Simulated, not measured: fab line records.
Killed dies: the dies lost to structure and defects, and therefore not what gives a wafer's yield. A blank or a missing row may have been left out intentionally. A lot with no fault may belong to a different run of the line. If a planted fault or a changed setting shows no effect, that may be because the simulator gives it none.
fab line records | flow sky130
[record] lots = 6 | wafers = 18 | last-day = 50
route steps=708 shown CONTACT@422 METAL1@434
lots that met no fault: from a run of the same line without faults
start-h: hours from the record's opening day to when the first of the lot's shown wafers began | wait-h: hours elapsed since this lot's preceding step | " the same as in the row above | L1.1+2: several wafers, shown together as one row | - no value, or no start was given | * or withheld: withheld | < > ~ a bound
route shown NAME@n: NAME is a module with steps in the file, n the number in the route of the first one | usual: mean/standard deviation taken from wafers without a fault | same: alike in all rows | chamber/n: place in a boat | sites: each site's reading | _std_site: how widely they spread, as a standard deviation | _edge_site: the outer-site mean with the inner-site mean subtracted | radius-mm: how far each site lies from the wafer's centre | mask NAME#n: copy n | behind: the last tool/chamber to shape the wafer | hold: the reason the lot was held/the length of the hold in hours/how it ended | device: transistor that didn't switch, given as n, p or np | end of line: the tests these same wafers got at the end of their route | a step without rows: its recipe alone | killed: the dies lost at the first sort to structure and to defects; this is not the yield of the wafer | map: the dies of a wafer, with x for killed, . for not killed, _ for no die there
set.NAME: the run value of the setting; set.NAME@STEP: its run value at that earlier step | model.NAME: the simulator's own value behind a step, which no gauge read
lots at some steps of the route; a table a step, a row a wafer
services: a tool's chamber out of use, with start hour (start-h, from the record's first day; less than 0 if before it), hours out, and reason
[[steps]]
[step SKY_CONTACT_ETCH_16]
[recipe] chemistry = N2/H2 | target = BARC | ion-energy-ev = 200 | source-w = 500 | bias-w = 100 | pressure-mtorr = 30 | n2-flow-sccm = 100 | h2-flow-sccm = 200 | stop-on = SiO2 | time-s = 45.9 | target-depth-a = 600
[step SKY_CONTACT_ETCH_17]
[recipe] target = SiO2 | chemistry = C4F8/O2/Ar | stop-on = Si3N4 | mask-material = KrF-thick | source-w = 1500 | bias-w = 1200 | pressure-mtorr = 40 | c4f8-flow-sccm = withheld | O2_flow_sccm = 6 | Ar_flow_sccm = 300 | time-s = withheld | target-depth-a = 3400
[usual] oes-product-au = 0.892/0.0048 | rf-fwd-power-W = 1486/6.6
lot.wafer | tool        | chamber | start-h | wait-h | oes-product-au | rf-fwd-power-W
L584.3    | rie-diel-01 | 1       | 816.86  | 0.0    | 0.893          | 1496
L584.5    | "           | 2       | "       | "      | 0.897          | 1485
L584.6    | "           | 3       | "       | "      | 0.901          | 1489
L588.4    | rie-diel-03 | 0       | 825.69  | 0.0    | 0.888          | 1476
L588.5    | "           | 2       | "       | "      | 0.896          | 1488
L588.6    | "           | 3       | "       | "      | 0.898          | 1483
L594.1    | rie-diel-03 | 3       | 871.14  | 0.0    | 0.893          | 1477
L594.3    | "           | 1       | "       | "      | 0.891          | 1487
L594.5    | "           | 2       | "       | "      | 0.892          | 1478
L595.1    | rie-diel-03 | 1       | 877.26  | 0.0    | 0.885          | 1495
L595.5    | "           | 2       | "       | "      | 0.897          | 1489
L595.6    | "           | 3       | "       | "      | 0.884          | 1482
L598.2    | rie-diel-03 | 1       | 893.89  | 0.0    | 0.887          | 1494
L598.3    | "           | 3       | "       | "      | 0.894          | 1479
L598.6    | "           | 2       | "       | "      | 0.884          | 1492
L600.1    | rie-diel-01 | 0       | 904.74  | 0.0    | 0.890          | 1489
L600.2    | "           | 1       | "       | "      | 0.895          | 1493
L600.5    | "           | 0       | "       | "      | 0.893          | 1484
[step SKY_CONTACT_ETCH_18]
[recipe] target = Si3N4 | chemistry = CHF3/O2 | stop-on = TiN | source-w = 600 | bias-w = 200 | pressure-mtorr = 40 | chf3-flow-sccm = 50 | O2_flow_sccm = 5 | time-s = 39 | target-depth-a = 750
[step SKY_CONTACT_STRIP_19]
[recipe] chemistry = O2/N2 | power-w = 1400 | pressure-mtorr = 1500 | platen-temp-c = withheld | o2-flow-sccm = 3000 | n2-flow-sccm = 300 | overash-fraction = 0.5
[step SKY_CONTACT_STRIP_20]
[recipe] chemistry = post-etch-residue-remover | time-s = 1200 | temp-c = 72.5
[step SKY_CONTACT_CLEAN_21]
[recipe] chemistry = IPA | time-s = 180 | temp-c = 25
[step SKY_CONTACT_CLEAN_22]
[recipe] chemistry = O3/DIW | dry = n2-spin
[step SKY_CONTACT_SPUTTER_23]
[recipe] material = TiN | target-thk-nm = 20 | chamber-pressure-pa = 5 | power-w = 4000 | time-s = 80
[usual] cathode-dc-power-W = 4000.1/0.85 | chamber-pressure-pa = 5.001/0.011 | throttle-valve-pct = 30.5/0.76
lot.wafer | tool           | chamber | start-h | wait-h | cathode-dc-power-W | chamber-pressure-pa | throttle-valve-pct
L584.3    | pvd-sputter-01 | -       | 817.54  | 0.0    | 3999.8             | 5.007               | 30.4
L584.5    | "              | -       | "       | "      | 3999.8             | 4.999               | 28.9
L584.6    | "              | -       | "       | "      | 4000.1             | 4.994               | 30.6
L588.4    | pvd-sputter-01 | -       | 826.37  | 0.0    | 4000.4             | 4.990               | 30.4
L588.5    | "              | -       | "       | "      | 3999.8             | 5.002               | 30.5
L588.6    | "              | -       | "       | "      | 3997.1             | 4.988               | 31.9
L594.1    | pvd-sputter-03 | -       | 871.82  | 0.0    | 4000.0             | 5.002               | 29.6
L594.3    | "              | -       | "       | "      | 4000.0             | 5.017               | 31.3
L594.5    | "              | -       | "       | "      | 4001.3             | 5.017               | 31.3
L595.1    | pvd-sputter-01 | -       | 877.94  | 0.0    | 3998.7             | 5.011               | 30.3
L595.5    | "              | -       | "       | "      | 3999.5             | 5.016               | 30.7
L595.6    | "              | -       | "       | "      | 3999.6             | 4.991               | 31.5
L598.2    | pvd-sputter-03 | -       | 894.58  | 0.0    | 4000.2             | 4.996               | 30.9
L598.3    | "              | -       | "       | "      | 4001.2             | 4.996               | 31.2
L598.6    | "              | -       | "       | "      | 3999.8             | 5.011               | 30.7
L600.1    | pvd-sputter-03 | -       | 905.44  | 0.0    | 4000.5             | 4.994               | 30.9
L600.2    | "              | -       | "       | "      | 3999.7             | 4.997               | 29.7
L600.5    | "              | -       | "       | "      | 3999.5             | 4.983               | 30.9
[step SKY_CONTACT_CVD_24]
[recipe] material = W | target-thk-nm = 340 | time-s = 102.12 | temp-c = 400 | pressure-torr = 40
[usual] heater-power-w = 882/190
lot.wafer | tool     | chamber | start-h | wait-h | heater-power-w
L584.3    | cvd-w-01 | 1       | 817.64  | 0.1    | 1188
L584.5    | "        | 1       | "       | "      | 1189
L584.6    | "        | 0       | "       | "      | 700
L588.4    | cvd-w-02 | 0       | 826.47  | 0.1    | 843
L588.5    | "        | 0       | "       | "      | 821
L588.6    | "        | 1       | "       | "      | 796
L594.1    | cvd-w-02 | 1       | 871.88  | 0.0    | 790
L594.3    | "        | 1       | "       | "      | 808
L594.5    | "        | 0       | "       | "      | 847
L595.1    | cvd-w-01 | 0       | 878.00  | 0.0    | 700
L595.5    | "        | 0       | "       | "      | 696
L595.6    | "        | 1       | "       | "      | 1196
L598.2    | cvd-w-02 | 1       | 894.64  | 0.0    | 778
L598.3    | "        | 1       | "       | "      | 797
L598.6    | "        | 1       | "       | "      | 792
L600.1    | cvd-w-02 | 1       | 905.50  | 0.0    | 793
L600.2    | "        | 0       | "       | "      | 836
L600.5    | "        | 0       | "       | "      | 846
[step SKY_CONTACT_RS_MEAS_25]
[recipe] thk-meas-gauge = four-point-probe | reads = W_of_CONTACT_CVD_24+TiN_of_CONTACT_SPUTTER_23
[usual] CONTACT_W_RS = 0.336/0.0047
lot.wafer | tool          | chamber | start-h | wait-h | CONTACT_W_RS[ohm/sq]
L584.3    | film-metro-04 | -       | 817.75  | 0.1    | 0.336
L584.5    | "             | -       | "       | "      | 0.341
L584.6    | "             | -       | "       | "      | 0.345
L588.4    | film-metro-04 | -       | 826.60  | 0.1    | 0.335
L588.5    | "             | -       | "       | "      | 0.334
L588.6    | "             | -       | "       | "      | 0.329
L594.1    | film-metro-01 | -       | 871.99  | 0.1    | 0.329
L594.3    | "             | -       | "       | "      | 0.330
L594.5    | "             | -       | "       | "      | 0.336
L595.1    | film-metro-03 | -       | 878.11  | 0.1    | 0.341
L595.5    | "             | -       | "       | "      | 0.339
L595.6    | "             | -       | "       | "      | 0.330
L598.2    | film-metro-03 | -       | 894.77  | 0.1    | 0.329
L598.3    | "             | -       | "       | "      | 0.328
L598.6    | "             | -       | "       | "      | 0.330
L600.1    | film-metro-03 | -       | 905.61  | 0.1    | 0.338
L600.2    | "             | -       | "       | "      | 0.344
L600.5    | "             | -       | "       | "      | 0.339
[step SKY_CONTACT_THK_MEAS_26]
[recipe] thk-meas-gauge = xrf | reads = W_of_CONTACT_CVD_24
[usual] CONTACT_W_THK = 347/5.9
lot.wafer | tool          | chamber | start-h | wait-h | CONTACT_W_THK[nm]
L584.3    | film-metro-04 | -       | 817.85  | 0.1    | 342
L584.5    | "             | -       | "       | "      | 339
L584.6    | "             | -       | "       | "      | 334
L588.4    | film-metro-04 | -       | 826.69  | 0.1    | 343
L588.5    | "             | -       | "       | "      | 345
L588.6    | "             | -       | "       | "      | 349
L594.1    | film-metro-01 | -       | 872.11  | 0.1    | 360
L594.3    | "             | -       | "       | "      | 357
L594.5    | "             | -       | "       | "      | 353
L595.1    | film-metro-03 | -       | 878.23  | 0.1    | 345
L595.5    | "             | -       | "       | "      | 349
L595.6    | "             | -       | "       | "      | 358
L598.2    | film-metro-03 | -       | 894.88  | 0.1    | 352
L598.3    | "             | -       | "       | "      | 353
L598.6    | "             | -       | "       | "      | 353
L600.1    | film-metro-03 | -       | 905.73  | 0.1    | 344
L600.2    | "             | -       | "       | "      | 339
L600.5    | "             | -       | "       | "      | 346
[step SKY_CONTACT_CMP_27]
[recipe] stop-on = SiO2 | t-overpolish-s = 15 | down-force-psi = 3.5 | platen-rpm = 60 | target-thk-nm = 0 | pad-velocity-m-s = 0.94248
[usual] motor-current-A = 10.7/1.5 | overpolish-run-s = 15.001/0.01 | time-to-endpoint-s = 83.1/2.8
lot.wafer | tool   | chamber | start-h | wait-h | motor-current-A | overpolish-run-s | time-to-endpoint-s
L584.3    | cmp-02 | 0       | 817.99  | 0.1    | 9.2             | 14.996           | 84.0
L584.6    | "      | 2       | "       | "      | 12.2            | 14.989           | 84.7
L584.5    | "      | 3       | "       | "      | 11.1            | 14.982           | 81.7
L588.4    | cmp-02 | 2       | 826.72  | 0.0    | 11.6            | 15.001           | 83.8
L588.5    | "      | 2       | "       | "      | 12.3            | 15.006           | 85.3
L588.6    | "      | 3       | "       | "      | 10.4            | 14.996           | 81.3
L594.1    | cmp-02 | 1       | 872.27  | 0.1    | 11.8            | 14.995           | 84.7
L594.3    | "      | 2       | "       | "      | 12.5            | 15.004           | 83.3
L594.5    | "      | 0       | "       | "      | 9.6             | 15.001           | 82.1
L595.1    | cmp-02 | 1       | 878.39  | 0.1    | 11.5            | 15.010           | 82.0
L595.5    | "      | 3       | "       | "      | 10.7            | 14.996           | 78.4
L595.6    | "      | 0       | "       | "      | 8.9             | 15.005           | 80.2
L598.2    | cmp-01 | 3       | 894.93  | 0.0    | 11.6            | 14.985           | 87.6
L598.3    | "      | 1       | "       | "      | 9.8             | 15.006           | 92.5
L598.6    | "      | 3       | "       | "      | 11.7            | 15.003           | 88.2
L600.1    | cmp-01 | 0       | 905.84  | 0.1    | 13.2            | 15.010           | 80.9
L600.2    | "      | 1       | "       | "      | 9.2             | 15.008           | 80.2
L600.5    | "      | 3       | "       | "      | 11.4            | 15.018           | 80.1
[step SKY_METAL1_SPUTTER_00]
[recipe] material = Ti | target-thk-nm = 15 | power-w = 3000 | time-s = 10 | chamber-pressure-pa = 0.4
[usual] cathode-dc-power-W = 2999.9/0.6 | chamber-pressure-pa = 0.3999/0.00078 | throttle-valve-pct = 30.1/0.63
lot.wafer | tool           | chamber | start-h | wait-h | cathode-dc-power-W | chamber-pressure-pa | throttle-valve-pct
L584.3    | pvd-sputter-02 | -       | 818.19  | 0.1    | 2999.1             | 0.3987              | 29.1
L584.5    | "              | -       | "       | "      | 2999.6             | 0.3998              | 29.7
L584.6    | "              | -       | "       | "      | 3000.8             | 0.3992              | 29.8
L588.4    | pvd-sputter-03 | -       | 827.02  | 0.2    | 2999.0             | 0.3997              | 29.7
L588.5    | "              | -       | "       | "      | 3000.0             | 0.3997              | 31.1
L588.6    | "              | -       | "       | "      | 3000.8             | 0.4006              | 30.8
L594.1    | pvd-sputter-02 | -       | 872.47  | 0.1    | -                  | -                   | -
L594.3    | "              | -       | "       | "      | -                  | -                   | -
L594.5    | "              | -       | "       | "      | -                  | -                   | -
L595.1    | pvd-sputter-02 | -       | 878.59  | 0.1    | -                  | -                   | -
L595.5    | "              | -       | "       | "      | -                  | -                   | -
L595.6    | "              | -       | "       | "      | -                  | -                   | -
L598.2    | pvd-sputter-02 | -       | 895.23  | 0.2    | 2999.1             | 0.3994              | 29.3
L598.3    | "              | -       | "       | "      | 2999.0             | 0.4007              | 29.7
L598.6    | "              | -       | "       | "      | 2999.3             | 0.4005              | 29.5
L600.1    | pvd-sputter-04 | -       | 906.09  | 0.2    | 3000.9             | 0.4004              | 30.8
L600.2    | "              | -       | "       | "      | 3000.4             | 0.3995              | 30.2
L600.5    | "              | -       | "       | "      | 3000.0             | 0.3991              | 30.2
[step SKY_METAL1_SPUTTER_01]
[recipe] material = TiN | target-thk-nm = 20 | power-w = 6500 | time-s = 16.7 | chamber-pressure-pa = 0.4
[usual] cathode-dc-power-W = 6499.9/1.3 | chamber-pressure-pa = 0.4000/0.00079 | throttle-valve-pct = 30.1/0.63
lot.wafer | tool           | chamber | start-h | wait-h | cathode-dc-power-W | chamber-pressure-pa | throttle-valve-pct
L584.3    | pvd-sputter-02 | -       | 818.22  | 0.0    | 6501.9             | 0.3997              | 29.4
L584.5    | "              | -       | "       | "      | 6499.4             | 0.4022              | 29.9
L584.6    | "              | -       | "       | "      | 6499.9             | 0.3993              | 29.6
L588.4    | pvd-sputter-03 | -       | 827.05  | 0.0    | 6499.3             | 0.3995              | 29.8
L588.5    | "              | -       | "       | "      | 6499.2             | 0.4000              | 31.1
L588.6    | "              | -       | "       | "      | 6500.2             | 0.3992              | 30.8
L594.1    | pvd-sputter-02 | -       | 872.49  | 0.0    | 6499.0             | 0.3985              | 29.7
L594.3    | "              | -       | "       | "      | 6500.3             | 0.3996              | 29.5
L594.5    | "              | -       | "       | "      | 6502.7             | 0.4001              | 29.1
L595.1    | pvd-sputter-02 | -       | 878.62  | 0.0    | 6500.8             | 0.3999              | 29.5
L595.5    | "              | -       | "       | "      | 6499.0             | 0.3997              | 29.7
L595.6    | "              | -       | "       | "      | 6498.7             | 0.4016              | 29.8
L598.2    | pvd-sputter-02 | -       | 895.25  | 0.0    | 6500.9             | 0.3991              | 29.5
L598.3    | "              | -       | "       | "      | 6498.9             | 0.3995              | 29.9
L598.6    | "              | -       | "       | "      | 6499.9             | 0.3998              | 29.7
L600.1    | pvd-sputter-04 | -       | 906.11  | 0.0    | 6498.3             | 0.4002              | 31.1
L600.2    | "              | -       | "       | "      | 6500.0             | 0.4007              | 30.4
L600.5    | "              | -       | "       | "      | 6498.6             | 0.3994              | 30.4
[[services]]
tool           | chamber | start-h | hours | kind
pvd-sputter-03 | -       | 814.03  | 9.2   | repair
pvd-sputter-04 | -       | 816.93  | 2.1   | repair
rie-diel-03    | -       | 827.23  | 15.6  | pm
cmp-01         | -       | 830.80  | 5.8   | pm
pvd-sputter-02 | -       | 832.51  | 12.7  | repair
pvd-sputter-03 | -       | 842.93  | 0.7   | repair
pvd-sputter-01 | -       | 845.03  | 0.9   | repair
rie-diel-03    | 1       | 853.16  | 3.9   | repair
cmp-02         | -       | 855.98  | 0.7   | repair
pvd-sputter-01 | -       | 860.96  | 2.1   | repair
cvd-w-02       | 1       | 861.99  | 4.1   | repair
cmp-01         | -       | 862.67  | 0.3   | repair
cvd-w-01       | -       | 871.17  | 0.2   | repair
rie-diel-01    | 3       | 890.51  | 11.8  | repair
pvd-sputter-03 | -       | 898.83  | 0.7   | repair
cvd-w-01       | -       | 904.00  | 14.0  | pm
cvd-w-01       | 0       | 904.00  | 14.0  | vent-cycle
cvd-w-01       | 1       | 904.00  | 14.0  | vent-cycle
[[key]]
[first-sign] step = SKY_METAL1_SPUTTER_00 | reading = tool-record | direction = missing
effect none on later readings
met-at SKY_METAL1_SPUTTER_00
struck-wafers L594.1,L594.3,L594.5,L595.1,L595.5,L595.6
later-rows-left-out L594.1,L594.3,L594.5,L595.1,L595.5,L595.6
sort-left-out L594.1,L594.3,L594.5,L595.1,L595.5,L595.6
onset-between 818.19 872.47
[fault] kind = skipped-step-whole | tool = pvd-sputter-02 | chamber = - | onset-h = 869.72 | steps = SKY_METAL1_SPUTTER_00 | scope = struck-lots-only
// sort-left-out: the simulated sort isn't trusted on such a fault, so these wafers' sort isn't shown, and their yield isn't known
// later-rows-left-out: the simulator's readings of these wafers behind a module that went badly wrong aren't trusted and aren't shown, but for the sort
